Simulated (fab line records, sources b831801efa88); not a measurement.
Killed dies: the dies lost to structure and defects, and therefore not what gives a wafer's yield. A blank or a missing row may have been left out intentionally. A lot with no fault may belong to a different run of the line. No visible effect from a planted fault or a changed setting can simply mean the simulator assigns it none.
Comparing a struck lot with a sound one | flow gf180mcu | 16 steps out of a route of 602
Sound: these wafers, L363.1, L363.2, L363.5. Struck: wafer L374.2. (L374.4, L374.5 of the same lot were not struck and are left out.) The cause comes at the end.
At each step with rows: each side's tool, then ch and its chambers, then its first start. Under that, the readings that differ: sound wafers | struck wafers | difference of the means | sigmas: that difference in standard deviations of wafers without a fault.
alike: readings whose means differ by less than 2 such deviations, and words and numbers that are the same on both sides. not compared: withheld readings, readings that some wafer has no value for, bounds like >300 that may hide the same value, and numbers for which the record gives no deviation and whose values overlap.
The two part at a step that has a row with sigmas, a row that says differs or no value, or rows on one side only. Non-overlapping numbers with no deviation appear without sigmas and do not part them. Lack of a reading on every wafer of one side parts them only where that side has two or more wafers.

first, 6 steps without rows for these wafers: GF_M4_HMDS_08 (prime time 60 s); GF_M4_COAT_09 (resist thk 1000 nm); GF_M4_SOFTBAKE_10 (time 60 s); GF_M4_EXPOSE_11 (exposes mask Metal4, target cd 280 nm); GF_M4_PEB_12 (peb time 90 s); GF_M4_DEVELOP_13 (develop time 60 s).
GF_M4_CD_MEAS_14 targets a cd of 280 nm.
  struck on cdSem-02, day 29 21:44; sound on cdSem-01, day 26 19:44
  alike: cdNm
GF_M4_OVL_MEAS_15:
  struck on overlay-02, day 29 21:50; sound on overlay-01, day 26 19:52
  alike: M4_OVL
GF_M4_METAL_ETCH_16: etches the open film in Cl2/BCl3, stops on SiO2, target depth 750.8 nm, time 125.1 s.
  sound on rieMetal-04 ch 0,1, day 26 19:53; struck on rieMetal-02 ch 0, day 29 21:52
  alike: biasW, drypumpMotorCurrentA, heBacksideLeakSccm, oesProductAu, rfFwdPowerW, throttleValvePct
  not compared: rfHoursCounterH
GF_M4_STRIP_17: strips in O2/N2.
  sound on plasmaAsher-01 ch 0,1, day 26 20:01; struck on plasmaAsher-04 ch 1, day 29 22:00
  alike: drypumpMotorCurrentA, heaterPowerW, oesProductAu, stripTimeToEndpointS
  not compared: rfHoursCounterH
then, 2 steps without rows for these wafers: GF_M4_STRIP_18 (strips in post etch residue remover, time 1200 s); GF_M4_CLEAN_19 (cleans in DIW).
GF_V4_CVD_00: deposits SiO2, target thk 600 nm, time 100 s.
  sound on hdpcvd-02 ch 0,2, day 26 20:35; struck on hdpcvd-02 ch 0, day 29 22:32
reading                            | sound             | struck | difference | sigmas
sih4FlowSccm (sccm)                | 60.22 60.00 59.94 | 50.97  | -9.08      | -53
model.SiO2_of_V4_CVD_00.thkNm (nm) | 608.6 602.4 594   | 515.1  | -86.6      | 
GF_V4_THK_MEAS_01:
  struck on filmMetro-01, day 29 22:37; sound on filmMetro-03, day 26 20:40
reading            | sound       | struck | difference | sigmas
V4_CVD_00_THK (nm) | 609 602 594 | 515    | -87        | -14
GF_V4_CVD_02: deposits SiO2 from TEOS, target thk 850 nm, time 94.851 s.
  sound on pecvd-03 ch 0,1, day 26 20:43; struck on pecvd-03 ch 1, day 29 22:40
  alike: heaterPowerW, rfFwdPowerW
-- the record jumps here: 5 days lie between the struck wafers' starts before and after (it left off in module V4 and takes up again in module PASSIVATION, whose first step shown is number 602 of the route) --
GF_PASSIVATION_PROBE_99:
  record: rows for the struck wafers here (prober-01, day 34 11:31), none for the sound ones

WHERE THEY PART
First at GF_V4_CVD_00; last, within this record, at GF_PASSIVATION_PROBE_99.

WHY: whatever the simulator had introduced
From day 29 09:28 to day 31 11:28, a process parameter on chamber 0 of hdpcvd-02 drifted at GF_V4_CVD_00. From 60, the setting sih4FlowSccm moved by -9. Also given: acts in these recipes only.
